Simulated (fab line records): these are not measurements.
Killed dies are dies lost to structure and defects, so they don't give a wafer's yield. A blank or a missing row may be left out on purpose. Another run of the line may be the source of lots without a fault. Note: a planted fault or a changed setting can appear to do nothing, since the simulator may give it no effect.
Chamber matching ; flow sky130 ; SKY_LI_CONTACT_CMP_02 on cmp-01 has 4 sister chambers
The step polishes PSG. 4 wafers are shown with their chamber, then 6 later ones without.

== WAFERS PAIRED WITH THEIR CHAMBERS ==
wafer;chamber;motor-current-A (A)
L627.6;0;9.8
L628.2;2;11.3
L628.4;3;12.4
L628.6;1;12.4

== WAFERS WHOSE CHAMBER IS MISSING ==
wafer;motor-current-A (A)
L630.2;12.7
L630.3;11.4
L630.4;10.0
L631.2;10.6
L631.4;13.0
L631.6;12.9

== CHAMBER TAKEN BY EACH ==
wafer;from the rows above;in truth
L630.2;can't be placed: 1 or 3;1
L630.3;can't be placed: 2 or 1 or 3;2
L630.4;0;0
L631.2;can't be placed: 2 or 0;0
L631.4;can't be placed: 1 or 3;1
L631.6;can't be placed: 1 or 3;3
Correct placement for 1 of the 6. Cannot be placed on the basis of these rows: 5; the candidates contain the true chamber in 5. 0 placed wrongly.
How it was worked out, from the rows above alone: a wafer's distance from a chamber is the root of the sum, over the readings, of the square of ((its reading less the chamber's mean) divided by the reading's scatter). If the next closest chamber is less than 2 further off than the closest, the wafer can't be placed; otherwise it belongs to the closest. A chamber's mean is the mean of its shown wafers. The scatter: root of mean squared gap, hidden wafer to nearest shown wafer, with one shown wafer a chamber.
